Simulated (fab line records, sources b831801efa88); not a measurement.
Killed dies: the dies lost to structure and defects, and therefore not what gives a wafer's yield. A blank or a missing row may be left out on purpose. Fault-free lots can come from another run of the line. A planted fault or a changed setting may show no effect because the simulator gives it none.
What tool caused it? || flow sky130 || 12 lots with 36 wafers sampled at 5 steps, on a route of 708 steps

== WHAT THE GAUGES SHOWED, per wafer ==
SKY_METAL2_CD_MEAS_15: the cd target is 140 nm.
{"lot": "L075", "measured": "day 35 06:10", "on": "cdSem-01", "cdNm (nm)": "141.3 139.6 141.0"}
{"lot": "L077", "measured": "day 35 18:54", "on": "cdSem-01", "cdNm (nm)": "142.0 140.7 142.1"}
{"lot": "L079", "measured": "day 37 20:22", "on": "cdSem-01", "cdNm (nm)": "139.5 140.2 140.7"}
{"lot": "L081", "measured": "day 37 22:01", "on": "cdSem-01", "cdNm (nm)": "141.2 140.5 141.3"}
{"lot": "L084", "measured": "day 38 02:28", "on": "cdSem-01", "cdNm (nm)": "141.8 142.6 141.1"}
{"lot": "L086", "measured": "day 38 20:15", "on": "cdSem-01", "cdNm (nm)": "142.1 139.4 139.5"}
{"lot": "L087", "measured": "day 39 03:50", "on": "cdSem-01", "cdNm (nm)": "139.6 140.6 140.5"}
{"lot": "L089", "measured": "day 40 16:56", "on": "cdSem-02", "cdNm (nm)": "138.2 139.8 139.0"}
{"lot": "L091", "measured": "day 41 05:34", "on": "cdSem-02", "cdNm (nm)": "140.6 141.4 140.3"}
{"lot": "L093", "measured": "day 41 15:32", "on": "cdSem-01", "cdNm (nm)": "136.5 137.2 138.1"}
{"lot": "L095", "measured": "day 42 04:42", "on": "cdSem-02", "cdNm (nm)": "139.3 139.2 139.7"}
{"lot": "L097", "measured": "day 42 23:36", "on": "cdSem-02", "cdNm (nm)": "139.3 138.8 139.2"}

== TOOL THAT RAN EACH LOT (tool first, then ch and the chambers of the sampled wafers, then the start) ==
{"lot": "L075", "SKY_CONTACT_ETCH_18": "rieDiel-04 ch 0,2,3, day 31 19:49 or earlier", "SKY_METAL1_SPUTTER_02": "pvdSputter-01, day 31 19:49", "SKY_METAL1_SPUTTER_04": "pvdSputter-01, day 31 19:51", "SKY_METAL2_SPUTTER_04": "pvdSputter-01, day 34 04:04"}
{"lot": "L077", "SKY_CONTACT_ETCH_18": "rieDiel-04 ch 2,3, day 32 07:14 or earlier", "SKY_METAL1_SPUTTER_02": "pvdSputter-01, day 32 07:14", "SKY_METAL1_SPUTTER_04": "pvdSputter-01, day 32 07:17", "SKY_METAL2_SPUTTER_04": "pvdSputter-02, day 34 16:35"}
{"lot": "L079", "SKY_CONTACT_ETCH_18": "rieDiel-04 ch 0,1,3, day 34 10:17 or earlier", "SKY_METAL1_SPUTTER_02": "pvdSputter-01, day 34 10:17", "SKY_METAL1_SPUTTER_04": "pvdSputter-01, day 34 10:20", "SKY_METAL2_SPUTTER_04": "pvdSputter-01, day 36 18:43"}
{"lot": "L081", "SKY_CONTACT_ETCH_18": "rieDiel-04 ch 1,2,3, day 34 13:05 or earlier", "SKY_METAL1_SPUTTER_02": "pvdSputter-04, day 34 13:05", "SKY_METAL1_SPUTTER_04": "pvdSputter-04, day 34 13:08", "SKY_METAL2_SPUTTER_04": "pvdSputter-01, day 36 20:29"}
{"lot": "L084", "SKY_CONTACT_ETCH_18": "rieDiel-01 ch 2,3, day 34 19:05 or earlier", "SKY_METAL1_SPUTTER_02": "pvdSputter-03, day 34 19:05", "SKY_METAL1_SPUTTER_04": "pvdSputter-03, day 34 19:08", "SKY_METAL2_SPUTTER_04": "pvdSputter-04, day 37 01:02"}
{"lot": "L086", "SKY_CONTACT_ETCH_18": "rieDiel-01 ch 2,3, day 35 11:08 or earlier", "SKY_METAL1_SPUTTER_02": "pvdSputter-01, day 35 11:08", "SKY_METAL1_SPUTTER_04": "pvdSputter-01, day 35 11:11", "SKY_METAL2_SPUTTER_04": "pvdSputter-04, day 37 18:11"}
{"lot": "L087", "SKY_CONTACT_ETCH_18": "rieDiel-01 ch 1,2, day 35 20:18 or earlier", "SKY_METAL1_SPUTTER_02": "pvdSputter-04, day 35 20:18", "SKY_METAL1_SPUTTER_04": "pvdSputter-04, day 35 20:20", "SKY_METAL2_SPUTTER_04": "pvdSputter-04, day 38 02:52"}
{"lot": "L089", "SKY_CONTACT_ETCH_18": "rieDiel-01 ch 0,1,3, day 37 11:29 or earlier", "SKY_METAL1_SPUTTER_02": "pvdSputter-03, day 37 11:29", "SKY_METAL1_SPUTTER_04": "pvdSputter-03, day 37 11:32", "SKY_METAL2_SPUTTER_04": "pvdSputter-02, day 39 17:10"}
{"lot": "L091", "SKY_CONTACT_ETCH_18": "rieDiel-02 ch 1,2,3, day 38 00:30 or earlier", "SKY_METAL1_SPUTTER_02": "pvdSputter-04, day 38 00:30", "SKY_METAL1_SPUTTER_04": "pvdSputter-04, day 38 00:32", "SKY_METAL2_SPUTTER_04": "pvdSputter-02, day 40 05:19"}
{"lot": "L093", "SKY_CONTACT_ETCH_18": "rieDiel-04 ch 1,2,3, day 38 11:38 or earlier", "SKY_METAL1_SPUTTER_02": "pvdSputter-03, day 38 11:38", "SKY_METAL1_SPUTTER_04": "pvdSputter-03, day 38 11:41", "SKY_METAL2_SPUTTER_04": "pvdSputter-04, day 40 16:55"}
{"lot": "L095", "SKY_CONTACT_ETCH_18": "rieDiel-01 ch 0,1,2, day 39 00:47 or earlier", "SKY_METAL1_SPUTTER_02": "pvdSputter-01, day 39 00:47", "SKY_METAL1_SPUTTER_04": "pvdSputter-01, day 39 00:50", "SKY_METAL2_SPUTTER_04": "pvdSputter-04, day 41 05:06"}
{"lot": "L097", "SKY_CONTACT_ETCH_18": "rieDiel-01 ch 0,2,3, day 39 20:58 or earlier", "SKY_METAL1_SPUTTER_02": "pvdSputter-04, day 39 20:58", "SKY_METAL1_SPUTTER_04": "pvdSputter-04, day 39 21:00", "SKY_METAL2_SPUTTER_04": "pvdSputter-04, day 42 00:46"}
- SKY_CONTACT_ETCH_18: etches Si3N4 in CHF3/O2, stops on TiN, time 39 s, target depth 75 nm.
- SKY_METAL1_SPUTTER_02: material AlCu, target thk 250 nm, time 13.3 s.
- SKY_METAL1_SPUTTER_04: material TiN, target thk 70 nm, time 58.3 s.
- SKY_METAL2_SPUTTER_04: material TiN, target thk 70 nm, time 58.3 s.

== THE ANSWER, worked out from the rows above alone ==
Rule: the usual values come from the lots themselves. Put in order of their means at a reading, lots are off if they are a third of the lots or fewer, leave a main group of 4 or more, and stand apart from it by a gap of 3 or more times the standard deviation of the main group's means; of several such gaps the widest counts. Not used: any main group whose means are identical at the precision the tables above print for the reading. A lot without any number at a reading at which 4 lots or more have one is off too. Where the step has rows for the other lots, those lots are counted as sound.
No lot is off at any reading shown: from this, nothing can be told.

== WHAT WAS PUT IN BY THE SIMULATOR ==
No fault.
